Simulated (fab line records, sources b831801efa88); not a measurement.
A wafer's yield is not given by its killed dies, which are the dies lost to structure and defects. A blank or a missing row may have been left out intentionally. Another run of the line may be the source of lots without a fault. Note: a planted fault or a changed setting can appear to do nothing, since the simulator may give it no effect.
Which tool did it? || flow gf180mcu || 14 lots, 42 wafers sampled, at 4 steps of a route of 602

WHAT THE GAUGES READ, wafer by wafer
GF_NWELL_OVL_MEAS_07.
{"lot": "L103", "measured": "day 3 19:16", "on": "overlay-02", "NWELL_OVL (nm)": "-0.6 -0.2 1.2"}
{"lot": "L104", "measured": "day 3 23:59", "on": "overlay-02", "NWELL_OVL (nm)": "0.0 1.4 0.5"}
{"lot": "L105", "measured": "day 4 08:08", "on": "overlay-02", "NWELL_OVL (nm)": "-0.6 0.4 -1.5"}
{"lot": "L106", "measured": "day 4 12:43", "on": "overlay-01", "NWELL_OVL (nm)": "-0.9 0.0 -1.2"}
{"lot": "L107", "measured": "day 4 15:49", "on": "overlay-01", "NWELL_OVL (nm)": "-0.8 -2.5 -1.5"}
{"lot": "L108", "measured": "day 4 20:59", "on": "overlay-01", "NWELL_OVL (nm)": "-1.3 -1.2 -1.5"}
{"lot": "L111", "measured": "day 5 13:07", "on": "overlay-01", "NWELL_OVL (nm)": "0.4 -0.6 -0.6"}
{"lot": "L114", "measured": "day 6 09:04", "on": "overlay-02", "NWELL_OVL (nm)": "1.6 1.0 0.9"}
{"lot": "L116", "measured": "day 6 19:31", "on": "overlay-01", "NWELL_OVL (nm)": "0.1 -1.0 -2.2"}
{"lot": "L119", "measured": "day 7 13:07", "on": "overlay-02", "NWELL_OVL (nm)": "0.3 0.4 -0.6"}
{"lot": "L121", "measured": "day 7 22:01", "on": "overlay-02", "NWELL_OVL (nm)": "0.9 0.2 1.3"}
{"lot": "L122", "measured": "day 8 00:46", "on": "overlay-02", "NWELL_OVL (nm)": "-1.6 -0.8 -1.4"}
{"lot": "L123", "measured": "day 8 12:07", "on": "overlay-01", "NWELL_OVL (nm)": "0.3 0.2 0.8"}
{"lot": "L124", "measured": "day 8 13:34", "on": "overlay-02", "NWELL_OVL (nm)": "1.4 0.8 -0.8"}

GF_MVPSD_OVL_MEAS_07.
{"lot": "L103", "measured": "day 5 12:58", "on": "overlay-02", "MVPSD_OVL (nm)": "-0.7 -0.9 -2.4"}
{"lot": "L104", "measured": "day 5 18:22", "on": "overlay-01", "MVPSD_OVL (nm)": "-1.2 -1.8 -0.8"}
{"lot": "L105", "measured": "day 6 03:43", "on": "overlay-02", "MVPSD_OVL (nm)": "-1.5 0.8 -0.8"}
{"lot": "L106", "measured": "day 6 08:43", "on": "overlay-02", "MVPSD_OVL (nm)": "0.7 0.5 0.3"}
{"lot": "L107", "measured": "day 6 11:34", "on": "overlay-01", "MVPSD_OVL (nm)": "0.1 0.8 0.5"}
{"lot": "L108", "measured": "day 6 17:35", "on": "overlay-01", "MVPSD_OVL (nm)": "-0.6 -1.3 -0.9"}
{"lot": "L111", "measured": "day 7 11:55", "on": "overlay-02", "MVPSD_OVL (nm)": "-2.8 -2.8 -2.0"}
{"lot": "L114", "measured": "day 8 08:28", "on": "overlay-01", "MVPSD_OVL (nm)": "-0.5 -1.4 -1.4"}
{"lot": "L116", "measured": "day 8 21:07", "on": "overlay-01", "MVPSD_OVL (nm)": "0.2 -2.1 -1.0"}
{"lot": "L119", "measured": "day 9 15:46", "on": "overlay-01", "MVPSD_OVL (nm)": "0.7 1.0 0.0"}
{"lot": "L121", "measured": "day 10 02:04", "on": "overlay-01", "MVPSD_OVL (nm)": "0.2 0.3 -0.3"}
{"lot": "L122", "measured": "day 10 05:10", "on": "overlay-02", "MVPSD_OVL (nm)": "0.5 -0.2 0.3"}
{"lot": "L123", "measured": "day 10 17:31", "on": "overlay-02", "MVPSD_OVL (nm)": "1.3 -0.2 0.2"}
{"lot": "L124", "measured": "day 10 19:04", "on": "overlay-01", "MVPSD_OVL (nm)": "0.0 -0.3 1.3"}

EACH LOT AND THE TOOL THAT RAN IT (in order: tool; ch and the chambers of the sampled wafers; start)
{"lot": "L103", "GF_STI_STRIP_15": "plasmaAsher-01 ch 0,1, day 2 12:03", "GF_DNWELL_SOFTBAKE_03": "lithoTrack-03 ch 0, day 3 00:07"}
{"lot": "L104", "GF_STI_STRIP_15": "plasmaAsher-01 ch 0,1, day 2 16:48", "GF_DNWELL_SOFTBAKE_03": "lithoTrack-01 ch 0, day 3 04:42"}
{"lot": "L105", "GF_STI_STRIP_15": "plasmaAsher-04 ch 1, day 3 00:56", "GF_DNWELL_SOFTBAKE_03": "lithoTrack-01 ch 0, day 3 11:33"}
{"lot": "L106", "GF_STI_STRIP_15": "plasmaAsher-04 ch 0,1, day 3 05:59", "GF_DNWELL_SOFTBAKE_03": "lithoTrack-01 ch 0, day 3 16:31"}
{"lot": "L107", "GF_STI_STRIP_15": "plasmaAsher-02 ch 0,1, day 3 09:23", "GF_DNWELL_SOFTBAKE_03": "lithoTrack-01 ch 0, day 3 19:49"}
{"lot": "L108", "GF_STI_STRIP_15": "plasmaAsher-04 ch 0,1, day 3 13:23", "GF_DNWELL_SOFTBAKE_03": "lithoTrack-03 ch 0, day 3 23:53"}
{"lot": "L111", "GF_STI_STRIP_15": "plasmaAsher-04 ch 0,1, day 4 04:53", "GF_DNWELL_SOFTBAKE_03": "lithoTrack-01 ch 0, day 4 15:51"}
{"lot": "L114", "GF_STI_STRIP_15": "plasmaAsher-01 ch 0,1, day 4 20:20", "GF_DNWELL_SOFTBAKE_03": "lithoTrack-01 ch 0, day 5 11:09"}
{"lot": "L116", "GF_STI_STRIP_15": "plasmaAsher-02 ch 0, day 5 06:32", "GF_DNWELL_SOFTBAKE_03": "lithoTrack-04 ch 0, day 5 20:04"}
{"lot": "L119", "GF_STI_STRIP_15": "plasmaAsher-01 ch 0,1, day 5 23:38", "GF_DNWELL_SOFTBAKE_03": "lithoTrack-03 ch 0, day 6 12:52"}
{"lot": "L121", "GF_STI_STRIP_15": "plasmaAsher-01 ch 0,1, day 6 08:23", "GF_DNWELL_SOFTBAKE_03": "lithoTrack-03 ch 0, day 6 21:34"}
{"lot": "L122", "GF_STI_STRIP_15": "plasmaAsher-01 ch 0, day 6 13:50", "GF_DNWELL_SOFTBAKE_03": "lithoTrack-03 ch 0, day 7 01:46"}
{"lot": "L123", "GF_STI_STRIP_15": "plasmaAsher-01 ch 0,1, day 6 21:41", "GF_DNWELL_SOFTBAKE_03": "lithoTrack-04 ch 0, day 7 11:43"}
{"lot": "L124", "GF_STI_STRIP_15": "plasmaAsher-02 ch 0,1, day 7 00:38", "GF_DNWELL_SOFTBAKE_03": "lithoTrack-03 ch 0, day 7 13:36"}
- GF_STI_STRIP_15: strips in O2/N2.
- GF_DNWELL_SOFTBAKE_03

AS READ BY THE TOOLS THEMSELVES (means over the sampled wafers that have a number; for cases with no such wafer, the mark the record gives instead)
GF_STI_STRIP_15.
{"lot": "L103", "tool": "plasmaAsher-01", "drypumpMotorCurrentA (A)": 5.6, "heaterPowerW (W)": 328, "oesProductAu (a.u.)": 0.384, "stripTimeToEndpointS (s)": 3.68}
{"lot": "L104", "tool": "plasmaAsher-01", "drypumpMotorCurrentA (A)": 6.1, "heaterPowerW (W)": 352, "oesProductAu (a.u.)": 0.382, "stripTimeToEndpointS (s)": 3.73}
{"lot": "L105", "tool": "plasmaAsher-04", "drypumpMotorCurrentA (A)": 6.7, "heaterPowerW (W)": 341, "oesProductAu (a.u.)": 0.383, "stripTimeToEndpointS (s)": 3.70}
{"lot": "L106", "tool": "plasmaAsher-04", "drypumpMotorCurrentA (A)": 5.5, "heaterPowerW (W)": 328, "oesProductAu (a.u.)": 0.384, "stripTimeToEndpointS (s)": 3.67}
{"lot": "L107", "tool": "plasmaAsher-02", "drypumpMotorCurrentA (A)": 6.2, "heaterPowerW (W)": 314, "oesProductAu (a.u.)": 0.384, "stripTimeToEndpointS (s)": 3.75}
{"lot": "L108", "tool": "plasmaAsher-04", "drypumpMotorCurrentA (A)": 6.2, "heaterPowerW (W)": 331, "oesProductAu (a.u.)": 0.385, "stripTimeToEndpointS (s)": 3.71}
{"lot": "L111", "tool": "plasmaAsher-04", "drypumpMotorCurrentA (A)": 5.6, "heaterPowerW (W)": 322, "oesProductAu (a.u.)": 0.381, "stripTimeToEndpointS (s)": 3.67}
{"lot": "L114", "tool": "plasmaAsher-01", "drypumpMotorCurrentA (A)": 5.6, "heaterPowerW (W)": 327, "oesProductAu (a.u.)": 0.378, "stripTimeToEndpointS (s)": 3.67}
{"lot": "L116", "tool": "plasmaAsher-02", "drypumpMotorCurrentA (A)": 5.6, "heaterPowerW (W)": 300, "oesProductAu (a.u.)": 0.387, "stripTimeToEndpointS (s)": 3.75}
{"lot": "L119", "tool": "plasmaAsher-01", "drypumpMotorCurrentA (A)": 5.6, "heaterPowerW (W)": 332, "oesProductAu (a.u.)": 0.385, "stripTimeToEndpointS (s)": 3.72}
{"lot": "L121", "tool": "plasmaAsher-01", "drypumpMotorCurrentA (A)": 5.5, "heaterPowerW (W)": 331, "oesProductAu (a.u.)": 0.386, "stripTimeToEndpointS (s)": 3.74}
{"lot": "L122", "tool": "plasmaAsher-01", "drypumpMotorCurrentA (A)": 6.7, "heaterPowerW (W)": 370, "oesProductAu (a.u.)": 0.387, "stripTimeToEndpointS (s)": 3.70}
{"lot": "L123", "tool": "plasmaAsher-01", "drypumpMotorCurrentA (A)": 5.6, "heaterPowerW (W)": 327, "oesProductAu (a.u.)": 0.377, "stripTimeToEndpointS (s)": 3.65}
{"lot": "L124", "tool": "plasmaAsher-02", "drypumpMotorCurrentA (A)": 5.9, "heaterPowerW (W)": 317, "oesProductAu (a.u.)": 0.381, "stripTimeToEndpointS (s)": 3.67}

GF_DNWELL_SOFTBAKE_03.
{"lot": "L103", "tool": "lithoTrack-03", "exhaustPa (Pa)": 45.4, "heaterPowerTotalW (W)": 65.25, "plateTempC (C)": 110.15}
{"lot": "L104", "tool": "lithoTrack-01", "exhaustPa (Pa)": 44.6, "heaterPowerTotalW (W)": 65.27, "plateTempC (C)": 110.08}
{"lot": "L105", "tool": "lithoTrack-01", "exhaustPa (Pa)": 44.6, "heaterPowerTotalW (W)": 65.34, "plateTempC (C)": 110.08}
{"lot": "L106", "tool": "lithoTrack-01", "exhaustPa (Pa)": 44.2, "heaterPowerTotalW (W)": 65.27, "plateTempC (C)": 109.93}
{"lot": "L107", "tool": "lithoTrack-01", "exhaustPa (Pa)": 45.3, "heaterPowerTotalW (W)": 65.36, "plateTempC (C)": 109.99}
{"lot": "L108", "tool": "lithoTrack-03", "exhaustPa (Pa)": 45.3, "heaterPowerTotalW (W)": 65.39, "plateTempC (C)": 109.89}
{"lot": "L111", "tool": "lithoTrack-01", "exhaustPa (Pa)": 44.2, "heaterPowerTotalW (W)": 64.00, "plateTempC (C)": 108.10}
{"lot": "L114", "tool": "lithoTrack-01", "exhaustPa (Pa)": 44.4, "heaterPowerTotalW (W)": 63.91, "plateTempC (C)": 108.14}
{"lot": "L116", "tool": "lithoTrack-04", "exhaustPa (Pa)": 46.1, "heaterPowerTotalW (W)": 65.41, "plateTempC (C)": 110.02}
{"lot": "L119", "tool": "lithoTrack-03", "exhaustPa (Pa)": 44.1, "heaterPowerTotalW (W)": 65.20, "plateTempC (C)": 110.01}
{"lot": "L121", "tool": "lithoTrack-03", "exhaustPa (Pa)": 44.0, "heaterPowerTotalW (W)": 65.37, "plateTempC (C)": 109.98}
{"lot": "L122", "tool": "lithoTrack-03", "exhaustPa (Pa)": 44.3, "heaterPowerTotalW (W)": 65.36, "plateTempC (C)": 109.93}
{"lot": "L123", "tool": "lithoTrack-04", "exhaustPa (Pa)": 45.5, "heaterPowerTotalW (W)": 65.28, "plateTempC (C)": 110.01}
{"lot": "L124", "tool": "lithoTrack-03", "exhaustPa (Pa)": 44.7, "heaterPowerTotalW (W)": 65.28, "plateTempC (C)": 110.03}

THE ANSWER, worked out from the rows above alone
Rule: the lots themselves supply what counts as usual. Put in order of their means at a reading, lots are off if they are a third of the lots or fewer, leave a main group of 4 or more, and stand apart from it by a gap of 3 or more times the standard deviation of the main group's means; of several such gaps the widest counts. The tables above print the reading to a certain number of digits; a main group whose means all agree to those digits is not used. A lot without any number at a reading at which 4 lots or more have one is off too. All remaining lots with rows at the step are treated as sound. After the gauges, taken in route order, come the tools' own readings; for these a lot's mean is taken, as printed above. At the first step where some lot is off, the reading lying furthest off is the one used; lots without a number count as furthest.
Off at GF_DNWELL_SOFTBAKE_03 (plateTempC): L111, L114. Mean 110.01 C and standard deviation 0.07 in the main group.
If a tool, at that step or one of the process steps before it, ran each lot that is off and ran no sound lot following the first of them, it fits. One candidate fits, namely lithoTrack-01 at GF_DNWELL_SOFTBAKE_03. A fault onset in the window from L107 (day 3 19:49, its last sound lot) to L111 (day 4 15:51, its first lot off) fits.
The tool's own readings at GF_DNWELL_SOFTBAKE_03 bear it out: on the lots that are off they differ by more than 5 times the standard deviation of the sound lots' means. heaterPowerTotalW reads 63.95 W there against 65.31 W on the sound lots; plateTempC reads 108.12 C there against 110.01 C on the sound lots.

WHAT THE SIMULATOR HAD PUT IN
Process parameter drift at GF_DNWELL_SOFTBAKE_03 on lithoTrack-01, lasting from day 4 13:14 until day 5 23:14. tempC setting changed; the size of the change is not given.
Shown lots that were struck: L111, L114. The rule above found the same.
